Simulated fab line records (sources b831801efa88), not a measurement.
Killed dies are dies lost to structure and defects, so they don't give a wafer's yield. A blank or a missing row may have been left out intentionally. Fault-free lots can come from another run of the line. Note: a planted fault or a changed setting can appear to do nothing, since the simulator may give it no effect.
Split-lot study    flow gf180mcu    23 wafers read across 5 lots, on a route 602 steps long

## THE SPLIT
At GF_M4_SPUTTER_03 (material Ti, target thk 10 nm, time 6.7 s), the setting power_w was moved away from the recipe's 3000 W on 8 of the 23 wafers read, by -11.5% to -7.5%. This setting was run at the recipe's value on the other wafers.

The reading comes from the split's own step.

## THE READING
Ti_of_M4_SPUTTER_03.thk_nm (the simulator's own value, which no gauge read), in nm, at GF_M4_SPUTTER_03 (material Ti, target thk 10 nm, time 6.7 s). The file gives no usual value for it. Average 9.959 nm, standard deviation 0.089 nm, over the 15 wafers here run with the recipe.

wafer   tool, chamber at the split  power_w as run, W  against the recipe  Ti_of_M4_SPUTTER_03.thk_nm, nm  against lot-mates on the recipe
L074.1  pvd_sputter-01, -           3000               recipe              9.867                           -
L074.2  pvd_sputter-01, -           3000               recipe              9.856                           -
L074.3  pvd_sputter-01, -           2776               -7.5%               9.249                           -0.612
L074.4  pvd_sputter-01, -           2776               -7.5%               9.123                           -0.739
L074.5  pvd_sputter-01, -           2776               -7.5%               9.219                           -0.643
L076.1  pvd_sputter-04, -           3000               recipe              9.949                           -
L076.3  pvd_sputter-04, -           2754               -8.2%               9.277                           -0.683
L076.4  pvd_sputter-04, -           2754               -8.2%               9.163                           -0.796
L076.5  pvd_sputter-04, -           2754               -8.2%               8.991                           -0.969
L076.6  pvd_sputter-04, -           3000               recipe              9.97                            -
L079.1  pvd_sputter-01, -           3000               recipe              10.03                           -
L079.4  pvd_sputter-01, -           3000               recipe              10.16                           -
L079.5  pvd_sputter-01, -           3000               recipe              10.09                           -
L080.1  pvd_sputter-02, -           3000               recipe              9.796                           -
L080.2  pvd_sputter-02, -           3000               recipe              9.888                           -
L080.3  pvd_sputter-02, -           3000               recipe              9.944                           -
L080.5  pvd_sputter-02, -           2656               -11.5%              8.755                           -1.121
L080.6  pvd_sputter-02, -           2656               -11.5%              8.727                           -1.149
L083.2  pvd_sputter-04, -           3000               recipe              9.998                           -
L083.3  pvd_sputter-04, -           3000               recipe              10                              -
L083.4  pvd_sputter-04, -           3000               recipe              9.921                           -
L083.5  pvd_sputter-04, -           3000               recipe              9.976                           -
L083.6  pvd_sputter-04, -           3000               recipe              9.937                           -

THE FIT
A straight line over all 23 wafers: Ti_of_M4_SPUTTER_03.thk_nm changes by +0.103 nm for each +1% of power_w; r = +0.98; the points scatter about the line by 0.091 nm.
The same after taking each lot's own level away (the mean of its wafers on the recipe; 23 wafers): +0.0968 nm for each +1%; r = +0.99; scatter 0.065 nm.
On that fit, the largest move of power_w shifts the reading by 1.1 nm.
Measured against the standard deviation above, the lots' own levels, which go from 9.8615 to 10.0933 nm, span 2.6 times it.
The two slopes are in agreement: the lot-to-lot level therefore moves the slope only a little.
Check: with one of the wafers moved furthest among these (-11.5%) left out of the fit, the line predicts -1.1 nm for it against its lot-mates. Against them it came out at -1.12 nm.

## FURTHER SPLITS ON THESE WAFERS
Other splits were also applied to these wafers ahead of the reading. Each is held against what the fit with the lots' levels taken away leaves over:
other split on the same wafers        wafers away from the commonest value  r with Ti_of_M4_SPUTTER_03.thk_nm (lot level and that fit taken away)
GF_M1_STRIP_17 o2_flow_sccm           8                                     -0.32
GF_M2_SPUTTER_01 time_s               8                                     -0.09
GF_M2_EXPOSE_11 dose_mj               5                                     +0.01
GF_M2_DEVELOP_13 develop_time_s       10                                    +0.41
GF_V2_COAT_09 resist_thk_nm           5                                     +0.09
GF_V2_SPUTTER_22 chamber_pressure_pa  15                                    +0.17
GF_M3_SPUTTER_01 power_w              5                                     -0.13
GF_V3_CVD_00 sih4_flow_sccm           7                                     +0.13
GF_V3_CVD_02 time_s                   7                                     +0.12
GF_V3_PEB_12 peb_temp_c               9                                     +0.19

## FILE'S OWN FIT
Ti_of_M4_SPUTTER_03.thk_nm changes by +0.0969 nm for each +1% of power_w, r = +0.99.
